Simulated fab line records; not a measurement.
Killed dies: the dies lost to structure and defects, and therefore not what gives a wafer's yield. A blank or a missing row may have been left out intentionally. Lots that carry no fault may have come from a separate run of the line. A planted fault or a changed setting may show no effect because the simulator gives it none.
One fault seen from 2 desks || flow gf180mcu || every desk sees just its own numbers, and what lay behind them comes last

## TOOL OWNER'S DESK, litho track-04
The tool's own readings at GF_V2_DEVELOP_13 (develop time 60 s): means of the sampled wafers that have a number, for each lot that ran on this tool. Any lot whose mean is over 4 standard deviations away from the usual mean is out of limits and marked OUT; that distance is given in the brackets.
Columns: A = chill plate temp C at GF_V2_DEVELOP_13, usual 22.98 C
{"lot": "L923", "first seen here": "day 27 22:26", "A": 22.89}
This desk's finding: nothing out of limits on the one lot.

## AT THE METROLOGY DESK
What the gauges read, lot by lot, whatever tool the lot ran on: means of the sampled wafers that have a number. Any lot whose mean is over 4 standard deviations away from the usual mean is out of limits and marked OUT; that distance is given in the brackets.
Columns: A = V2_CVD_00_THK at GF_V2_THK_MEAS_01, usual 600 nm; B = V2_CVD_02_THK at GF_V2_THK_MEAS_03, usual 848 nm; C = V2_BOW at GF_V2_BOW_MEAS_05, usual 99 um; D = cd nm at GF_V2_CD_MEAS_14, usual 259.9 nm
{"lot": "L908", "first seen here": "day 22 11:07", "A": 594, "B": 855, "C": 96, "D": 258.2}
{"lot": "L910", "first seen here": "day 23 01:23", "A": 604, "B": 847, "C": 92, "D": 259.6}
{"lot": "L912", "first seen here": "day 23 17:53", "A": 593, "B": 827, "C": 102, "D": 260.6}
{"lot": "L920", "first seen here": "day 26 02:12", "A": 602, "B": 845, "C": 105, "D": "-"}
{"lot": "L921", "first seen here": "day 26 14:41", "A": 603, "B": 850, "C": 102, "D": "-"}
{"lot": "L923", "first seen here": "day 27 02:37", "A": 604, "B": 836, "C": 104, "D": 259.7}
Finding of this desk: none of the 6 lots has anything out of limits.

## ALL TOGETHER
The tool owner's desk saw nothing out of limits.
Metrology desk: nothing out of limits seen.

## WHAT THE SIMULATOR PUT IN
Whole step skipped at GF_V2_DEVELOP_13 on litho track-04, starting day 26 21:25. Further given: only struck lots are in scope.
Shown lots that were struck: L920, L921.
